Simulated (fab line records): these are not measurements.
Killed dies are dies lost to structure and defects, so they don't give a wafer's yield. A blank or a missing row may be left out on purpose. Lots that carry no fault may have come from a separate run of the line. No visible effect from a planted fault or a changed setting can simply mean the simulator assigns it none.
8D (eight disciplines) problem report, filled in by code | flow sky130 | the parts of the form that need people (team, actions taken, sign-off) are left out

== 1. PROBLEM STATEMENT ==
runLengthS at SKY_LOCAL_INTERCONNECT_SOFTBAKE_07 reads a mean of 96.94 s on 6 wafers of 2 lots; wafers without a fault read 118.97 s with a standard deviation of 0.19. That is -99 or more standard deviations from the usual mean.
The step: time 90 s.
Earliest sighting: wafer L489.1 on lithoTrack-03 at day 34 11:00. The record has a number at this step for 39 wafers belonging to 13 lots. The rule behind "out" and "out of limits": a value lying over 4 standard deviations away from the usual mean. Any other wafer with a number is counted as sound.

== 2. WHAT IT IS; WHAT IT IS NOT ==
question                    | is                            | is not
which readings at this step | runLengthS, heaterPowerTotalW | -
which lots                  | L489, L490                    | L476, L477, L479, L483, L491, L493, L494, L495, L496, L497, L498
which wafers of those lots  | all that have a number        | -
read on which tools         | lithoTrack-03                 | lithoTrack-02, lithoTrack-04
when                        | from day 34 11:00             | up to then (12 sound wafers); but 21 sound wafers of L491, L493, L494, L495, L496, L497, L498 came after

== 3. THE SUSPECTS, EACH WITH WHAT RULES IT OUT ==
Counting: any tool at a process step up to the reading is kept as a suspect provided that every lot that is out went through it and no sound lot did after the first of them.
- lithoTrack-03 at SKY_LOCAL_INTERCONNECT_SOFTBAKE_07 (time 90 s): kept. It ran every lot that is out, first L489 (day 34 11:00), and no sound lot after that. On those wafers its own readings are out: heaterPowerTotalW, runLengthS.
Left after counting: lithoTrack-03 at SKY_LOCAL_INTERCONNECT_SOFTBAKE_07.

== 4. THE CAUSE (what the simulator had put in) ==
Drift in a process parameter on lithoTrack-03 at SKY_LOCAL_INTERCONNECT_SOFTBAKE_07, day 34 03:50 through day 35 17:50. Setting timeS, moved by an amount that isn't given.
Only this tool survived the counting.

== 5. SEQUENCE OF EFFECTS, ordered by route ==
Each row: a reading whose mean over the struck wafers that have a number lies more than 3 standard deviations from the usual. Readings are gone through only where the record gives a usual standard deviation; hours: the median, over the lots, of the time from a lot's start at the first step in this table giving one to that lot's start at this step; sigmas: the change measured in usual standard deviations.
hours | step                               | reading           | usual    | on struck wafers | change | sigmas
0     | SKY_LOCAL_INTERCONNECT_SOFTBAKE_07 | heaterPowerTotalW | 57.37 W  | 62.80            | +5.43  | +45
0     | SKY_LOCAL_INTERCONNECT_SOFTBAKE_07 | runLengthS        | 118.97 s | 96.94            | -22.03 | -99 or more
It contains these process steps:
- SKY_LOCAL_INTERCONNECT_SOFTBAKE_07: time 90 s.

== 6. WHAT WOULD HAVE CAUGHT IT SOONER ==
First out-of-limits reading in this record: day 34 11:00, which is 7 hours after fault onset at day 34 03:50.
